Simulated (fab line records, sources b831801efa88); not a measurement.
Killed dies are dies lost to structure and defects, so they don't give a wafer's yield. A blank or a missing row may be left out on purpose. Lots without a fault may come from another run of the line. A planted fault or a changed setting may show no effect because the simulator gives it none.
Split-lot experiment | flow sky130 | 5 lots, 23 wafers read, on a route of 708 steps

THE SPLIT
At SKY_CONTACT_HDPCVD_02 (deposits SiO2, target thk 565 nm, time 94.2 s), the setting time_s was moved away from the recipe's 94.2 s on 10 of the 23 wafers read, by +4.0% to +10.7%. The other wafers ran this setting at the recipe's value.

The file shows no step between the split and the reading.

THE READING
CONTACT_HDPCVD_THK, in nm, at SKY_CONTACT_THK_MEAS_03. Fault-free wafers of this fab line usually give 565 nm, standard deviation 5.7 nm.

wafer  | tool, chamber at the split | time_s as run, s | against the recipe | CONTACT_HDPCVD_THK, nm | against lot-mates on the recipe
L074.1 | hdpcvd-01, 0               | 94.2             | recipe             | 572                    | -
L074.2 | hdpcvd-01, 2               | 94.2             | recipe             | 561                    | -
L074.5 | hdpcvd-01, 2               | 94.2             | recipe             | 565                    | -
L077.2 | hdpcvd-02, 0               | 94.2             | recipe             | 568                    | -
L077.3 | hdpcvd-02, 1               | 101.7            | +8.0%              | 608                    | +41
L077.4 | hdpcvd-02, 1               | 94.2             | recipe             | 562                    | -
L077.5 | hdpcvd-02, 2               | 101.7            | +8.0%              | 612                    | +45
L077.6 | hdpcvd-02, 0               | 94.2             | recipe             | 572                    | -
L078.1 | hdpcvd-02, 1               | 94.2             | recipe             | 560                    | -
L078.3 | hdpcvd-02, 0               | 97.93            | +4.0%              | 583                    | +23
L078.4 | hdpcvd-02, 2               | 97.93            | +4.0%              | 589                    | +29
L078.5 | hdpcvd-02, 1               | 97.93            | +4.0%              | 583                    | +23
L078.6 | hdpcvd-02, 0               | 94.2             | recipe             | 560                    | -
L080.1 | hdpcvd-02, 1               | 94.2             | recipe             | 565                    | -
L080.2 | hdpcvd-02, 0               | 104.3            | +10.7%             | 628                    | +58
L080.3 | hdpcvd-02, 2               | 104.3            | +10.7%             | 622                    | +52
L080.5 | hdpcvd-02, 1               | 104.3            | +10.7%             | 626                    | +56
L080.6 | hdpcvd-02, 0               | 94.2             | recipe             | 576                    | -
L084.1 | hdpcvd-01, 2               | 94.2             | recipe             | 567                    | -
L084.2 | hdpcvd-01, 1               | 94.2             | recipe             | 564                    | -
L084.3 | hdpcvd-01, 0               | 101.2            | +7.4%              | 625                    | +59
L084.4 | hdpcvd-01, 2               | 101.2            | +7.4%              | 608                    | +42
L084.6 | hdpcvd-01, 1               | 94.2             | recipe             | 567                    | -

THE FIT
A straight line over all 23 wafers: CONTACT_HDPCVD_THK changes by +5.71 nm for each +1% of time_s; r = +0.97; the points scatter about the line by 5.7 nm.
The same after taking each lot's own level away (the mean of its wafers on the recipe; 23 wafers): +5.46 nm for each +1%; r = +0.97; scatter 5.5 nm.
On that fit, the largest move of time_s shifts the reading by 59 nm.
The lots' own levels span 560.0 to 570.5 nm, that is 1.8 times the standard deviation above.
So the lot-to-lot level changes the slope little: the two slopes agree.
Check: with one of the wafers moved furthest among these (+10.7%) left out of the fit, the line predicts +59.7 nm for it against its lot-mates. It came out at +57.5 nm against them.

OTHER SPLITS ON THESE WAFERS
These wafers also went through other splits before the reading. Each is held against what the fit with the lots' levels taken away leaves over:
other split on the same wafers      | wafers away from the commonest value | r with CONTACT_HDPCVD_THK (lot level and that fit taken away)
SKY_LDD_HVP_SOFTBAKE_03 temp_c      | 6                                    | +0.20
SKY_LDD_LDN_IMPLANT_08 energy_kev   | 7                                    | -0.05
SKY_LDD_LDN_IMPLANT_09 energy_kev   | 8                                    | -0.29
SKY_SD_P_DEVELOP_06 dev_temp_c      | 10                                   | +0.11
SKY_RES_XHIGH_COAT_02 resist_thk_nm | 8                                    | -0.18
SKY_SD_N_COAT_02 resist_thk_nm      | 8                                    | +0.01
SKY_SD_N_IMPLANT_09 energy_kev      | 7                                    | +0.04
SKY_LI_CONTACT_SPUTTER_20 power_w   | 6                                    | +0.08

THE WHOLE CHAIN: every reading that the file lists as answering this split, in the file's order
step                    | what it does                                  | reading                                                                           | change (the file's fit)              | r (the file's)
SKY_CONTACT_HDPCVD_02   | deposits SiO2, target thk 565 nm, time 94.2 s | SiO2_of_CONTACT_HDPCVD_02.thk_nm (the simulator's own value, which no gauge read) | +5.75 nm for each +1% of the setting | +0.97
SKY_CONTACT_THK_MEAS_03 |                                               | CONTACT_HDPCVD_THK                                                                | +5.62 for each +1% of the setting    | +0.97
SKY_CONTACT_CMP_04      | polishes SiO2                                 | time_to_endpoint_s                                                                | withheld for each +1% of the setting | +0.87

THE FILE'S OWN FIT
CONTACT_HDPCVD_THK changes by +5.62 nm for each +1% of time_s, r = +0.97.
